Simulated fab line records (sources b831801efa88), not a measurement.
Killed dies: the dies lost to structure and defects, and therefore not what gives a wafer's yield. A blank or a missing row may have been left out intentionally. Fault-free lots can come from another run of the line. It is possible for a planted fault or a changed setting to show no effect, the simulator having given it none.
fab line records / flow sfqLine
record lots=13 wafers=39 lastDay=87
route steps=325 shown I4@175 M5@206 C5@246 M6@253
lots that met no fault: taken from a fault-free run of the same line
startH: hours from the record's opening day to when the first of the lot's shown wafers began / waitH: how many hours have passed since the lot's step before this one / " repeats the value in the row above / L1.1+2: a single row standing in for several wafers / - no value, or no start given / * or withheld: withheld / < > ~ a bound
route shown NAME@n: a module of which the file shows steps, and the number in the route of the first / usual: the fault-free wafers' mean and standard deviation / same: alike in all rows / chamber/n: place in a boat / sites: the reading at each site / _std_site: how widely they spread, as a standard deviation / _edge_site: inner sites' mean taken away from outer sites' mean / radiusMm: for every site, how far away it sits from the centre of the wafer / mask NAME#n: copy n / behind: tool/chamber where the wafer was last shaped / hold: why the lot went on hold/how many hours it stayed there/how the hold came to an end / device: transistor that didn't switch, given as n, p or np / end of line: tests run on the same wafers once the route is complete / for a step that has no rows: nothing shown but its recipe / killed: dies lost to structure and defects at the first sort, not the wafer's yield / map: per-die view of a wafer (x killed, . not killed, _ where there is no die)
set.NAME: the setting the step ran with; set.NAME@STEP: the setting that earlier step ran with / model.NAME: the simulator's own value behind a step, which no gauge read
a sample of lots followed through the steps of the route, with each step as a table and each wafer as a row
services: from which hour (startH, from the record's first day; less than 0 if before it) a tool's chamber was out of use, for how many hours, and why
## steps
# step SFQ_TRILAYER_I4_VIA_ETCH_VIA_ETCH_106
# recipe target=SiO2 stopOn=Nb maskMaterial=PR taperDeg=20 chemistry=CHF3 targetDepthNm=260 sourceW=500 biasW=80 pressureMtorr=30 timeS=withheld
# usual biasW=80.03/0.25 drypumpMotorCurrentA=5.6/0.34 oesProductAu=0.856/0.0051
lot.wafer=L289.1 tool=rieDiel-04 chamber=3 startH=1297.90 waitH=0.0 biasW=79.86 drypumpMotorCurrentA=5.4 oesProductAu=0.854
lot.wafer=L289.5 tool=rieDiel-04 chamber=1 startH=1297.90 waitH=0.0 biasW=80.21 drypumpMotorCurrentA=6.0 oesProductAu=0.855
lot.wafer=L289.6 tool=rieDiel-04 chamber=2 startH=1297.90 waitH=0.0 biasW=79.69 drypumpMotorCurrentA=5.6 oesProductAu=0.853
lot.wafer=L290.1 tool=rieDiel-01 chamber=0 startH=1302.70 waitH=0.0 biasW=80.35 drypumpMotorCurrentA=5.8 oesProductAu=0.853
lot.wafer=L290.3 tool=rieDiel-01 chamber=3 startH=1302.70 waitH=0.0 biasW=79.82 drypumpMotorCurrentA=5.2 oesProductAu=0.860
lot.wafer=L290.4 tool=rieDiel-01 chamber=3 startH=1302.70 waitH=0.0 biasW=80.05 drypumpMotorCurrentA=5.2 oesProductAu=0.857
lot.wafer=L291.2 tool=rieDiel-02 chamber=3 startH=1305.10 waitH=0.0 biasW=80.09 drypumpMotorCurrentA=5.6 oesProductAu=0.856
lot.wafer=L291.4 tool=rieDiel-02 chamber=0 startH=1305.10 waitH=0.0 biasW=79.81 drypumpMotorCurrentA=5.6 oesProductAu=0.850
lot.wafer=L291.6 tool=rieDiel-02 chamber=1 startH=1305.10 waitH=0.0 biasW=79.79 drypumpMotorCurrentA=5.0 oesProductAu=0.849
lot.wafer=L292.2 tool=rieDiel-01 chamber=3 startH=1318.30 waitH=0.0 biasW=80.13 drypumpMotorCurrentA=5.2 oesProductAu=0.853
lot.wafer=L292.5 tool=rieDiel-01 chamber=3 startH=1318.30 waitH=0.0 biasW=80.08 drypumpMotorCurrentA=5.2 oesProductAu=0.859
lot.wafer=L292.6 tool=rieDiel-01 chamber=0 startH=1318.30 waitH=0.0 biasW=79.97 drypumpMotorCurrentA=5.8 oesProductAu=0.852
lot.wafer=L293.1 tool=rieDiel-02 chamber=1 startH=1343.43 waitH=0.0 biasW=79.94 drypumpMotorCurrentA=5.0 oesProductAu=0.848
lot.wafer=L293.5 tool=rieDiel-02 chamber=2 startH=1343.43 waitH=0.0 biasW=80.20 drypumpMotorCurrentA=6.0 oesProductAu=0.848
lot.wafer=L293.6 tool=rieDiel-02 chamber=1 startH=1343.43 waitH=0.0 biasW=80.10 drypumpMotorCurrentA=5.0 oesProductAu=0.853
lot.wafer=L299.3 tool=rieDiel-04 chamber=2 startH=1396.35 waitH=0.0 biasW=79.85 drypumpMotorCurrentA=5.6 oesProductAu=0.853
lot.wafer=L299.4 tool=rieDiel-04 chamber=0 startH=1396.35 waitH=0.0 biasW=79.99 drypumpMotorCurrentA=5.3 oesProductAu=0.854
lot.wafer=L299.5 tool=rieDiel-04 chamber=0 startH=1396.35 waitH=0.0 biasW=80.16 drypumpMotorCurrentA=5.3 oesProductAu=0.855
lot.wafer=L302.3 tool=rieDiel-02 chamber=3 startH=1404.75 waitH=0.0 biasW=80.25 drypumpMotorCurrentA=5.5 oesProductAu=0.861
lot.wafer=L302.4 tool=rieDiel-02 chamber=1 startH=1404.75 waitH=0.0 biasW=77.57 drypumpMotorCurrentA=5.0 oesProductAu=0.869
lot.wafer=L302.6 tool=rieDiel-02 chamber=1 startH=1404.75 waitH=0.0 biasW=78.12 drypumpMotorCurrentA=5.0 oesProductAu=0.870
lot.wafer=L304.1 tool=rieDiel-04 chamber=0 startH=1421.55 waitH=0.0 biasW=79.89 drypumpMotorCurrentA=5.3 oesProductAu=0.862
lot.wafer=L304.3 tool=rieDiel-04 chamber=1 startH=1421.55 waitH=0.0 biasW=80.05 drypumpMotorCurrentA=6.0 oesProductAu=0.865
lot.wafer=L304.6 tool=rieDiel-04 chamber=1 startH=1421.55 waitH=0.0 biasW=80.17 drypumpMotorCurrentA=6.0 oesProductAu=0.865
lot.wafer=L306.1 tool=rieDiel-01 chamber=2 startH=1427.55 waitH=0.0 biasW=79.97 drypumpMotorCurrentA=6.0 oesProductAu=0.851
lot.wafer=L306.3 tool=rieDiel-01 chamber=1 startH=1427.55 waitH=0.0 biasW=80.13 drypumpMotorCurrentA=5.8 oesProductAu=0.868
lot.wafer=L306.4 tool=rieDiel-01 chamber=2 startH=1427.55 waitH=0.0 biasW=80.08 drypumpMotorCurrentA=6.0 oesProductAu=0.854
lot.wafer=L307.2 tool=rieDiel-04 chamber=1 startH=1428.93 waitH=0.0 biasW=79.97 drypumpMotorCurrentA=6.0 oesProductAu=0.855
lot.wafer=L307.3 tool=rieDiel-04 chamber=2 startH=1428.93 waitH=0.0 biasW=80.15 drypumpMotorCurrentA=5.6 oesProductAu=0.848
lot.wafer=L307.6 tool=rieDiel-04 chamber=0 startH=1428.93 waitH=0.0 biasW=79.92 drypumpMotorCurrentA=5.3 oesProductAu=0.848
lot.wafer=L309.2 tool=rieDiel-01 chamber=2 startH=1458.82 waitH=0.0 biasW=79.74 drypumpMotorCurrentA=6.0 oesProductAu=0.859
lot.wafer=L309.3 tool=rieDiel-01 chamber=1 startH=1458.82 waitH=0.0 biasW=79.89 drypumpMotorCurrentA=5.8 oesProductAu=0.858
lot.wafer=L309.4 tool=rieDiel-01 chamber=0 startH=1458.82 waitH=0.0 biasW=80.33 drypumpMotorCurrentA=5.8 oesProductAu=0.862
lot.wafer=L311.1 tool=rieDiel-01 chamber=2 startH=1464.65 waitH=0.0 biasW=79.59 drypumpMotorCurrentA=6.0 oesProductAu=0.854
lot.wafer=L311.3 tool=rieDiel-01 chamber=1 startH=1464.65 waitH=0.0 biasW=80.41 drypumpMotorCurrentA=5.9 oesProductAu=0.852
lot.wafer=L311.6 tool=rieDiel-01 chamber=2 startH=1464.65 waitH=0.0 biasW=79.95 drypumpMotorCurrentA=6.0 oesProductAu=0.855
lot.wafer=L312.2 tool=rieDiel-04 chamber=2 startH=1470.26 waitH=0.0 biasW=80.34 drypumpMotorCurrentA=5.6 oesProductAu=0.865
lot.wafer=L312.5 tool=rieDiel-04 chamber=3 startH=1470.26 waitH=0.0 biasW=79.91 drypumpMotorCurrentA=5.4 oesProductAu=0.862
lot.wafer=L312.6 tool=rieDiel-04 chamber=0 startH=1470.26 waitH=0.0 biasW=80.19 drypumpMotorCurrentA=5.3 oesProductAu=0.859
# step SFQ_TRILAYER_M5_ETCH_METAL_ETCH_126
# recipe target=Nb stopOn=SiO2 maskMaterial=PR overEtchFrac=0.15 timeS=203.2 chemistry=Cl2/BCl3 targetDepthNm=265 icpW=600 biasW=80 pressureMtorr=10
# usual biasW=80.03/0.23 drypumpMotorCurrentA=5.8/0.4 oesProductAu=0.728/0.0066
# same timeS=203.2
lot.wafer=L289.1 tool=rieMetal-03 chamber=0 startH=1433.90 waitH=0.0 biasW=80.10 drypumpMotorCurrentA=5.9 oesProductAu=0.727 rfHoursCounterH=3
lot.wafer=L289.5 tool=rieMetal-03 chamber=1 startH=1433.90 waitH=0.0 biasW=79.90 drypumpMotorCurrentA=6.0 oesProductAu=0.725 rfHoursCounterH=-
lot.wafer=L289.6 tool=rieMetal-03 chamber=0 startH=1433.90 waitH=0.0 biasW=80.05 drypumpMotorCurrentA=5.9 oesProductAu=0.733 rfHoursCounterH=-
lot.wafer=L290.1 tool=rieMetal-04 chamber=1 startH=1438.37 waitH=0.0 biasW=80.17 drypumpMotorCurrentA=5.8 oesProductAu=0.732 rfHoursCounterH=51
lot.wafer=L290.3 tool=rieMetal-04 chamber=0 startH=1438.37 waitH=0.0 biasW=80.10 drypumpMotorCurrentA=5.0 oesProductAu=0.734 rfHoursCounterH=-
lot.wafer=L290.4 tool=rieMetal-04 chamber=1 startH=1438.37 waitH=0.0 biasW=80.05 drypumpMotorCurrentA=5.8 oesProductAu=0.741 rfHoursCounterH=-
lot.wafer=L291.2 tool=rieMetal-04 chamber=0 startH=1447.87 waitH=0.0 biasW=79.80 drypumpMotorCurrentA=5.0 oesProductAu=0.723 rfHoursCounterH=109
lot.wafer=L291.4 tool=rieMetal-04 chamber=1 startH=1447.87 waitH=0.0 biasW=79.86 drypumpMotorCurrentA=5.8 oesProductAu=0.729 rfHoursCounterH=-
lot.wafer=L291.6 tool=rieMetal-04 chamber=0 startH=1447.87 waitH=0.0 biasW=80.48 drypumpMotorCurrentA=5.0 oesProductAu=0.735 rfHoursCounterH=-
lot.wafer=L292.2 tool=rieMetal-04 chamber=1 startH=1453.87 waitH=0.0 biasW=79.85 drypumpMotorCurrentA=5.8 oesProductAu=0.723 rfHoursCounterH=53
lot.wafer=L292.5 tool=rieMetal-04 chamber=1 startH=1453.87 waitH=0.0 biasW=80.00 drypumpMotorCurrentA=5.8 oesProductAu=0.738 rfHoursCounterH=-
lot.wafer=L292.6 tool=rieMetal-04 chamber=0 startH=1453.87 waitH=0.0 biasW=79.82 drypumpMotorCurrentA=5.0 oesProductAu=0.734 rfHoursCounterH=-
lot.wafer=L293.1 tool=rieMetal-03 chamber=1 startH=1480.60 waitH=0.0 biasW=80.46 drypumpMotorCurrentA=6.0 oesProductAu=0.724 rfHoursCounterH=60
lot.wafer=L293.5 tool=rieMetal-03 chamber=1 startH=1480.60 waitH=0.0 biasW=80.32 drypumpMotorCurrentA=6.0 oesProductAu=0.710 rfHoursCounterH=-
lot.wafer=L293.6 tool=rieMetal-03 chamber=0 startH=1480.60 waitH=0.0 biasW=80.11 drypumpMotorCurrentA=5.9 oesProductAu=0.731 rfHoursCounterH=-
lot.wafer=L299.3 tool=rieMetal-03 chamber=1 startH=1622.76 waitH=0.1 biasW=79.90 drypumpMotorCurrentA=6.0 oesProductAu=0.728 rfHoursCounterH=-
lot.wafer=L299.4 tool=rieMetal-03 chamber=0 startH=1622.76 waitH=0.1 biasW=79.81 drypumpMotorCurrentA=5.9 oesProductAu=0.730 rfHoursCounterH=-
lot.wafer=L299.5 tool=rieMetal-03 chamber=0 startH=1622.76 waitH=0.1 biasW=79.87 drypumpMotorCurrentA=5.9 oesProductAu=0.735 rfHoursCounterH=-
lot.wafer=L302.3 tool=rieMetal-03 chamber=0 startH=1632.36 waitH=0.1 biasW=79.64 drypumpMotorCurrentA=5.9 oesProductAu=0.722 rfHoursCounterH=-
lot.wafer=L302.4 tool=rieMetal-03 chamber=1 startH=1632.36 waitH=0.1 biasW=80.26 drypumpMotorCurrentA=6.0 oesProductAu=0.725 rfHoursCounterH=-
lot.wafer=L302.6 tool=rieMetal-03 chamber=1 startH=1632.36 waitH=0.1 biasW=79.77 drypumpMotorCurrentA=6.0 oesProductAu=0.733 rfHoursCounterH=-
lot.wafer=L304.1 tool=rieMetal-04 chamber=1 startH=1642.58 waitH=0.0 biasW=80.31 drypumpMotorCurrentA=5.8 oesProductAu=0.728 rfHoursCounterH=82
lot.wafer=L304.3 tool=rieMetal-04 chamber=0 startH=1642.58 waitH=0.0 biasW=79.96 drypumpMotorCurrentA=5.0 oesProductAu=0.717 rfHoursCounterH=-
lot.wafer=L304.6 tool=rieMetal-04 chamber=1 startH=1642.58 waitH=0.0 biasW=80.02 drypumpMotorCurrentA=5.8 oesProductAu=0.724 rfHoursCounterH=-
lot.wafer=L306.1 tool=rieMetal-03 chamber=0 startH=1647.38 waitH=0.0 biasW=79.82 drypumpMotorCurrentA=5.9 oesProductAu=0.731 rfHoursCounterH=37
lot.wafer=L306.3 tool=rieMetal-03 chamber=0 startH=1647.38 waitH=0.0 biasW=79.92 drypumpMotorCurrentA=5.9 oesProductAu=0.734 rfHoursCounterH=-
lot.wafer=L306.4 tool=rieMetal-03 chamber=1 startH=1647.38 waitH=0.0 biasW=80.30 drypumpMotorCurrentA=6.0 oesProductAu=0.732 rfHoursCounterH=-
lot.wafer=L307.2 tool=rieMetal-01 chamber=1 startH=1649.78 waitH=0.0 biasW=80.11 drypumpMotorCurrentA=6.3 oesProductAu=0.715 rfHoursCounterH=79
lot.wafer=L307.3 tool=rieMetal-01 chamber=1 startH=1649.78 waitH=0.0 biasW=80.02 drypumpMotorCurrentA=6.2 oesProductAu=0.728 rfHoursCounterH=-
lot.wafer=L307.6 tool=rieMetal-01 chamber=0 startH=1649.78 waitH=0.0 biasW=80.48 drypumpMotorCurrentA=6.1 oesProductAu=0.729 rfHoursCounterH=-
lot.wafer=L309.2 tool=rieMetal-03 chamber=1 startH=1671.31 waitH=0.0 biasW=80.25 drypumpMotorCurrentA=6.0 oesProductAu=0.728 rfHoursCounterH=89
lot.wafer=L309.3 tool=rieMetal-03 chamber=1 startH=1671.31 waitH=0.0 biasW=80.26 drypumpMotorCurrentA=6.0 oesProductAu=0.736 rfHoursCounterH=-
lot.wafer=L309.4 tool=rieMetal-03 chamber=0 startH=1671.31 waitH=0.0 biasW=79.80 drypumpMotorCurrentA=5.9 oesProductAu=0.733 rfHoursCounterH=-
lot.wafer=L311.1 tool=rieMetal-03 chamber=0 startH=1676.11 waitH=0.0 biasW=80.23 drypumpMotorCurrentA=5.9 oesProductAu=0.730 rfHoursCounterH=41
lot.wafer=L311.3 tool=rieMetal-03 chamber=0 startH=1676.11 waitH=0.0 biasW=79.84 drypumpMotorCurrentA=5.9 oesProductAu=0.725 rfHoursCounterH=-
lot.wafer=L311.6 tool=rieMetal-03 chamber=1 startH=1676.11 waitH=0.0 biasW=80.07 drypumpMotorCurrentA=6.0 oesProductAu=0.727 rfHoursCounterH=-
lot.wafer=L312.2 tool=rieMetal-03 chamber=1 startH=1680.91 waitH=0.0 biasW=80.09 drypumpMotorCurrentA=6.0 oesProductAu=0.732 rfHoursCounterH=90
lot.wafer=L312.5 tool=rieMetal-03 chamber=0 startH=1680.91 waitH=0.0 biasW=79.85 drypumpMotorCurrentA=5.9 oesProductAu=0.731 rfHoursCounterH=-
lot.wafer=L312.6 tool=rieMetal-03 chamber=1 startH=1680.91 waitH=0.0 biasW=79.91 drypumpMotorCurrentA=6.0 oesProductAu=0.731 rfHoursCounterH=-
# step SFQ_C5_OVL_MEAS_937
# usual C5_OVL=1/5.5
lot.wafer=L289.1 tool=overlay-02 chamber=- startH=1459.78 waitH=0.1 C5_OVL[nm]=5
lot.wafer=L289.5 tool=overlay-02 chamber=- startH=1459.78 waitH=0.1 C5_OVL[nm]=9
lot.wafer=L289.6 tool=overlay-02 chamber=- startH=1459.78 waitH=0.1 C5_OVL[nm]=3
lot.wafer=L290.1 tool=overlay-01 chamber=- startH=1463.38 waitH=0.1 C5_OVL[nm]=4
lot.wafer=L290.3 tool=overlay-01 chamber=- startH=1463.38 waitH=0.1 C5_OVL[nm]=3
lot.wafer=L290.4 tool=overlay-01 chamber=- startH=1463.38 waitH=0.1 C5_OVL[nm]=5
lot.wafer=L291.2 tool=overlay-01 chamber=- startH=1471.39 waitH=0.1 C5_OVL[nm]=1
lot.wafer=L291.4 tool=overlay-01 chamber=- startH=1471.39 waitH=0.1 C5_OVL[nm]=-1
lot.wafer=L291.6 tool=overlay-01 chamber=- startH=1471.39 waitH=0.1 C5_OVL[nm]=0
lot.wafer=L292.2 tool=overlay-01 chamber=- startH=1472.59 waitH=0.1 C5_OVL[nm]=-5
lot.wafer=L292.5 tool=overlay-01 chamber=- startH=1472.59 waitH=0.1 C5_OVL[nm]=-6
lot.wafer=L292.6 tool=overlay-01 chamber=- startH=1472.59 waitH=0.1 C5_OVL[nm]=-3
lot.wafer=L293.1 tool=overlay-01 chamber=- startH=1721.42 waitH=0.1 C5_OVL[nm]=8
lot.wafer=L293.5 tool=overlay-01 chamber=- startH=1721.42 waitH=0.1 C5_OVL[nm]=5
lot.wafer=L293.6 tool=overlay-01 chamber=- startH=1721.42 waitH=0.1 C5_OVL[nm]=2
lot.wafer=L299.3 tool=overlay-01 chamber=- startH=1827.13 waitH=0.1 C5_OVL[nm]=-6
lot.wafer=L299.4 tool=overlay-01 chamber=- startH=1827.13 waitH=0.1 C5_OVL[nm]=-6
lot.wafer=L299.5 tool=overlay-01 chamber=- startH=1827.13 waitH=0.1 C5_OVL[nm]=-3
lot.wafer=L302.3 tool=overlay-02 chamber=- startH=1836.99 waitH=0.1 C5_OVL[nm]=3
lot.wafer=L302.4 tool=overlay-02 chamber=- startH=1836.99 waitH=0.1 C5_OVL[nm]=3
lot.wafer=L302.6 tool=overlay-02 chamber=- startH=1836.99 waitH=0.1 C5_OVL[nm]=6
lot.wafer=L304.1 tool=overlay-01 chamber=- startH=1841.78 waitH=0.1 C5_OVL[nm]=-10
lot.wafer=L304.3 tool=overlay-01 chamber=- startH=1841.78 waitH=0.1 C5_OVL[nm]=-8
lot.wafer=L304.6 tool=overlay-01 chamber=- startH=1841.78 waitH=0.1 C5_OVL[nm]=-10
lot.wafer=L306.1 tool=overlay-02 chamber=- startH=1850.34 waitH=0.8 C5_OVL[nm]=3
lot.wafer=L306.3 tool=overlay-02 chamber=- startH=1850.34 waitH=0.8 C5_OVL[nm]=2
lot.wafer=L306.4 tool=overlay-02 chamber=- startH=1850.34 waitH=0.8 C5_OVL[nm]=7
lot.wafer=L307.2 tool=overlay-02 chamber=- startH=1850.88 waitH=0.1 C5_OVL[nm]=8
lot.wafer=L307.3 tool=overlay-02 chamber=- startH=1850.88 waitH=0.1 C5_OVL[nm]=10
lot.wafer=L307.6 tool=overlay-02 chamber=- startH=1850.88 waitH=0.1 C5_OVL[nm]=7
lot.wafer=L309.2 tool=overlay-02 chamber=- startH=1860.48 waitH=0.1 C5_OVL[nm]=-3
lot.wafer=L309.3 tool=overlay-02 chamber=- startH=1860.48 waitH=0.1 C5_OVL[nm]=-2
lot.wafer=L309.4 tool=overlay-02 chamber=- startH=1860.48 waitH=0.1 C5_OVL[nm]=-4
lot.wafer=L311.1 tool=overlay-02 chamber=- startH=1865.28 waitH=0.1 C5_OVL[nm]=0
lot.wafer=L311.3 tool=overlay-02 chamber=- startH=1865.28 waitH=0.1 C5_OVL[nm]=0
lot.wafer=L311.6 tool=overlay-02 chamber=- startH=1865.28 waitH=0.1 C5_OVL[nm]=-6
lot.wafer=L312.2 tool=overlay-02 chamber=- startH=1870.08 waitH=0.1 C5_OVL[nm]=2
lot.wafer=L312.5 tool=overlay-02 chamber=- startH=1870.08 waitH=0.1 C5_OVL[nm]=5
lot.wafer=L312.6 tool=overlay-02 chamber=- startH=1870.08 waitH=0.1 C5_OVL[nm]=7
# step SFQ_M6_RS_MEAS_938
# recipe thkMeasGauge=four-point-probe reads=Nb_of_TRILAYER_M6_DEP_SPUTTER_157
# usual M6_NB_RS=0.888/0.01
lot.wafer=L289.1 tool=filmMetro-04 chamber=- startH=1460.79 waitH=0.0 M6_NB_RS[ohm/sq]=0.884
lot.wafer=L289.5 tool=filmMetro-04 chamber=- startH=1460.79 waitH=0.0 M6_NB_RS[ohm/sq]=0.883
lot.wafer=L289.6 tool=filmMetro-04 chamber=- startH=1460.79 waitH=0.0 M6_NB_RS[ohm/sq]=0.881
lot.wafer=L290.1 tool=filmMetro-03 chamber=- startH=1464.39 waitH=0.0 M6_NB_RS[ohm/sq]=0.886
lot.wafer=L290.3 tool=filmMetro-03 chamber=- startH=1464.39 waitH=0.0 M6_NB_RS[ohm/sq]=0.882
lot.wafer=L290.4 tool=filmMetro-03 chamber=- startH=1464.39 waitH=0.0 M6_NB_RS[ohm/sq]=0.875
lot.wafer=L291.2 tool=filmMetro-01 chamber=- startH=1472.42 waitH=0.1 M6_NB_RS[ohm/sq]=0.904
lot.wafer=L291.4 tool=filmMetro-01 chamber=- startH=1472.42 waitH=0.1 M6_NB_RS[ohm/sq]=0.909
lot.wafer=L291.6 tool=filmMetro-01 chamber=- startH=1472.42 waitH=0.1 M6_NB_RS[ohm/sq]=0.901
lot.wafer=L292.2 tool=filmMetro-04 chamber=- startH=1473.62 waitH=0.1 M6_NB_RS[ohm/sq]=0.892
lot.wafer=L292.5 tool=filmMetro-04 chamber=- startH=1473.62 waitH=0.1 M6_NB_RS[ohm/sq]=0.880
lot.wafer=L292.6 tool=filmMetro-04 chamber=- startH=1473.62 waitH=0.1 M6_NB_RS[ohm/sq]=0.888
lot.wafer=L293.1 tool=filmMetro-04 chamber=- startH=1722.44 waitH=0.0 M6_NB_RS[ohm/sq]=0.915
lot.wafer=L293.5 tool=filmMetro-04 chamber=- startH=1722.44 waitH=0.0 M6_NB_RS[ohm/sq]=0.896
lot.wafer=L293.6 tool=filmMetro-04 chamber=- startH=1722.44 waitH=0.0 M6_NB_RS[ohm/sq]=0.901
lot.wafer=L299.3 tool=filmMetro-01 chamber=- startH=1828.18 waitH=0.1 M6_NB_RS[ohm/sq]=0.887
lot.wafer=L299.4 tool=filmMetro-01 chamber=- startH=1828.18 waitH=0.1 M6_NB_RS[ohm/sq]=0.896
lot.wafer=L299.5 tool=filmMetro-01 chamber=- startH=1828.18 waitH=0.1 M6_NB_RS[ohm/sq]=0.874
lot.wafer=L302.3 tool=filmMetro-01 chamber=- startH=1838.05 waitH=0.1 M6_NB_RS[ohm/sq]=0.865
lot.wafer=L302.4 tool=filmMetro-01 chamber=- startH=1838.05 waitH=0.1 M6_NB_RS[ohm/sq]=0.880
lot.wafer=L302.6 tool=filmMetro-01 chamber=- startH=1838.05 waitH=0.1 M6_NB_RS[ohm/sq]=0.892
lot.wafer=L304.1 tool=filmMetro-03 chamber=- startH=1842.80 waitH=0.0 M6_NB_RS[ohm/sq]=0.874
lot.wafer=L304.3 tool=filmMetro-03 chamber=- startH=1842.80 waitH=0.0 M6_NB_RS[ohm/sq]=0.874
lot.wafer=L304.6 tool=filmMetro-03 chamber=- startH=1842.80 waitH=0.0 M6_NB_RS[ohm/sq]=0.876
lot.wafer=L306.1 tool=filmMetro-03 chamber=- startH=1851.36 waitH=0.0 M6_NB_RS[ohm/sq]=0.896
lot.wafer=L306.3 tool=filmMetro-03 chamber=- startH=1851.36 waitH=0.0 M6_NB_RS[ohm/sq]=0.903
lot.wafer=L306.4 tool=filmMetro-03 chamber=- startH=1851.36 waitH=0.0 M6_NB_RS[ohm/sq]=0.907
lot.wafer=L307.2 tool=filmMetro-04 chamber=- startH=1851.91 waitH=0.1 M6_NB_RS[ohm/sq]=0.891
lot.wafer=L307.3 tool=filmMetro-04 chamber=- startH=1851.91 waitH=0.1 M6_NB_RS[ohm/sq]=0.890
lot.wafer=L307.6 tool=filmMetro-04 chamber=- startH=1851.91 waitH=0.1 M6_NB_RS[ohm/sq]=0.890
lot.wafer=L309.2 tool=filmMetro-03 chamber=- startH=1861.51 waitH=0.1 M6_NB_RS[ohm/sq]=0.883
lot.wafer=L309.3 tool=filmMetro-03 chamber=- startH=1861.51 waitH=0.1 M6_NB_RS[ohm/sq]=0.894
lot.wafer=L309.4 tool=filmMetro-03 chamber=- startH=1861.51 waitH=0.1 M6_NB_RS[ohm/sq]=0.884
lot.wafer=L311.1 tool=filmMetro-01 chamber=- startH=1866.29 waitH=0.0 M6_NB_RS[ohm/sq]=0.887
lot.wafer=L311.3 tool=filmMetro-01 chamber=- startH=1866.29 waitH=0.0 M6_NB_RS[ohm/sq]=0.888
lot.wafer=L311.6 tool=filmMetro-01 chamber=- startH=1866.29 waitH=0.0 M6_NB_RS[ohm/sq]=0.892
lot.wafer=L312.2 tool=filmMetro-03 chamber=- startH=1871.11 waitH=0.1 M6_NB_RS[ohm/sq]=0.887
lot.wafer=L312.5 tool=filmMetro-03 chamber=- startH=1871.11 waitH=0.1 M6_NB_RS[ohm/sq]=0.894
lot.wafer=L312.6 tool=filmMetro-03 chamber=- startH=1871.11 waitH=0.1 M6_NB_RS[ohm/sq]=0.889
## services
tool=rieMetal-04 chamber=- startH=1310.47 hours=0.2 kind=repair
tool=rieDiel-01 chamber=3 startH=1319.81 hours=5.2 kind=repair
tool=rieMetal-04 chamber=- startH=1342.18 hours=2.8 kind=pm
tool=rieMetal-03 chamber=- startH=1342.63 hours=28.1 kind=pm
tool=rieMetal-04 chamber=1 startH=1357.34 hours=7.5 kind=repair
tool=rieDiel-02 chamber=3 startH=1360.64 hours=5.5 kind=repair
tool=rieDiel-02 chamber=2 startH=1362.97 hours=12.6 kind=repair
tool=rieDiel-02 chamber=2 startH=1378.47 hours=22.3 kind=repair
tool=rieDiel-04 chamber=- startH=1381.18 hours=14.6 kind=pm
tool=rieDiel-02 chamber=3 startH=1393.84 hours=6.9 kind=repair
tool=rieDiel-01 chamber=0 startH=1426.46 hours=1.6 kind=repair
tool=rieDiel-01 chamber=3 startH=1460.54 hours=5.7 kind=repair
tool=rieDiel-04 chamber=- startH=1474.42 hours=0.6 kind=repair
tool=rieDiel-04 chamber=1 startH=1504.00 hours=5.9 kind=repair
tool=rieDiel-02 chamber=- startH=1530.07 hours=0.5 kind=repair
tool=rieDiel-02 chamber=0 startH=1568.39 hours=4.1 kind=repair
tool=rieDiel-02 chamber=- startH=1568.51 hours=2.8 kind=pm
tool=rieDiel-04 chamber=2 startH=1569.73 hours=20.4 kind=repair
tool=rieDiel-02 chamber=1 startH=1573.40 hours=5.2 kind=repair
tool=rieDiel-02 chamber=2 startH=1579.86 hours=10.3 kind=repair
tool=rieDiel-01 chamber=- startH=1586.73 hours=0.3 kind=repair
tool=rieDiel-01 chamber=2 startH=1614.28 hours=2.7 kind=repair
tool=rieDiel-02 chamber=2 startH=1624.69 hours=3.7 kind=repair
tool=rieDiel-02 chamber=1 startH=1629.86 hours=5.0 kind=repair
## key
firstSign step=SFQ_TRILAYER_I4_VIA_ETCH_VIA_ETCH_106 reading=biasW direction=down sigmas=8.8 usual=80.03 struck=77.84
effect none on later readings
metAt SFQ_TRILAYER_I4_VIA_ETCH_VIA_ETCH_106
struckLots L302
struckWafers L302.4,L302.6
notActingAt SFQ_TRILAYER_M5_ETCH_METAL_ETCH_126,SFQ_C5_OVL_MEAS_937,SFQ_M6_RS_MEAS_938
onsetBetween 1343.43 1404.75
fault kind=processParameterDrift tool=rieDiel-02 chamber=1 onsetH=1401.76 steps=SFQ_TRILAYER_I4_VIA_ETCH_VIA_ETCH_106 channel=biasW offset=-2.1925 shape=step endH=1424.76 actsIn=theseRecipesOnly stated=80
